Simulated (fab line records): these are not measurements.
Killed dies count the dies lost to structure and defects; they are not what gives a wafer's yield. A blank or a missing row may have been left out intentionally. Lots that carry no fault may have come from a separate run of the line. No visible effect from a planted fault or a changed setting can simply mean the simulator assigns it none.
Which of the tools did it? / flow gf180mcu / Sampling: 6 lots, 18 wafers, 4 of 602 route steps

## WHAT THE GAUGES READ, wafer by wafer
GF_M4_CD_MEAS_14: the cd target is 280 nm.
lot=L771; measured=day 24 00:19; on=cd-sem-01; cd-nm (nm)=279.5 279.7 279.6
lot=L774; measured=day 25 03:59; on=cd-sem-01; cd-nm (nm)=280.1 280.8 280.5
lot=L777; measured=day 26 06:38; on=cd-sem-02; cd-nm (nm)=291.3 289.4 290.3
lot=L785; measured=day 28 19:55; on=cd-sem-02; cd-nm (nm)=279.8 279.6 280.7
lot=L788; measured=day 29 15:30; on=cd-sem-02; cd-nm (nm)=281.6 281.1 281.3
lot=L792; measured=day 30 16:44; on=cd-sem-02; cd-nm (nm)=281.8 278.7 279.9

## WHAT TOOL EACH LOT RAN ON (gives the tool, then ch and the chambers of the sampled wafers, and finally the start)
lot=L771; GF_M4_SPUTTER_02=pvd-sputter-02, day 23 02:21; GF_M4_SPUTTER_03=pvd-sputter-02, day 23 02:23; GF_M4_SOFTBAKE_10=litho-track-04 ch 0, day 23 13:32
lot=L774; GF_M4_SPUTTER_02=pvd-sputter-01, day 24 05:39; GF_M4_SPUTTER_03=pvd-sputter-01, day 24 05:41; GF_M4_SOFTBAKE_10=litho-track-04 ch 0, day 24 17:30
lot=L777; GF_M4_SPUTTER_02=pvd-sputter-04, day 25 09:28; GF_M4_SPUTTER_03=pvd-sputter-04, day 25 09:30; GF_M4_SOFTBAKE_10=litho-track-04 ch 0, day 25 20:26
lot=L785; GF_M4_SPUTTER_02=pvd-sputter-04, day 28 00:19; GF_M4_SPUTTER_03=pvd-sputter-04, day 28 00:21; GF_M4_SOFTBAKE_10=litho-track-01 ch 0, day 28 10:13
lot=L788; GF_M4_SPUTTER_02=pvd-sputter-04, day 28 20:22; GF_M4_SPUTTER_03=pvd-sputter-04, day 28 20:24; GF_M4_SOFTBAKE_10=litho-track-04 ch 0, day 29 06:02
lot=L792; GF_M4_SPUTTER_02=pvd-sputter-02, day 29 22:36; GF_M4_SPUTTER_03=pvd-sputter-02, day 29 22:38; GF_M4_SOFTBAKE_10=litho-track-04 ch 0, day 30 07:57
- GF_M4_SPUTTER_02: material AlCu, target thk 450 nm, time 23.9 s.
- GF_M4_SPUTTER_03: material Ti, target thk 10 nm, time 6.7 s.
- GF_M4_SOFTBAKE_10: time 60 s.

## THE ANSWER, worked out from the rows above alone
Rule: what is usual is taken from the lots themselves. Put in order of their means at a reading, lots are off if they are a third of the lots or fewer, leave a main group of 4 or more, and stand apart from it by a gap of 3 or more times the standard deviation of the main group's means; of several such gaps the widest counts. A main group whose means are all the same, to the digits that the tables above print for the reading, isn't used. Also off: a lot with no number at a reading for which 4 or more lots have one. Any other lot the step has rows for is counted as sound.
Off, at GF_M4_CD_MEAS_14 on cd-nm: L777. For the main group the mean is 280.3 nm and the standard deviation 0.58.
A tool fits if, at a process step before that reading, it ran every lot that is off, and no sound lot after the first of them. Gauges at GF_M4_CD_MEAS_14: tried the same way as those tools. Not one of the candidates tried fits.

## WHAT HAD BEEN PUT IN BY THE SIMULATOR
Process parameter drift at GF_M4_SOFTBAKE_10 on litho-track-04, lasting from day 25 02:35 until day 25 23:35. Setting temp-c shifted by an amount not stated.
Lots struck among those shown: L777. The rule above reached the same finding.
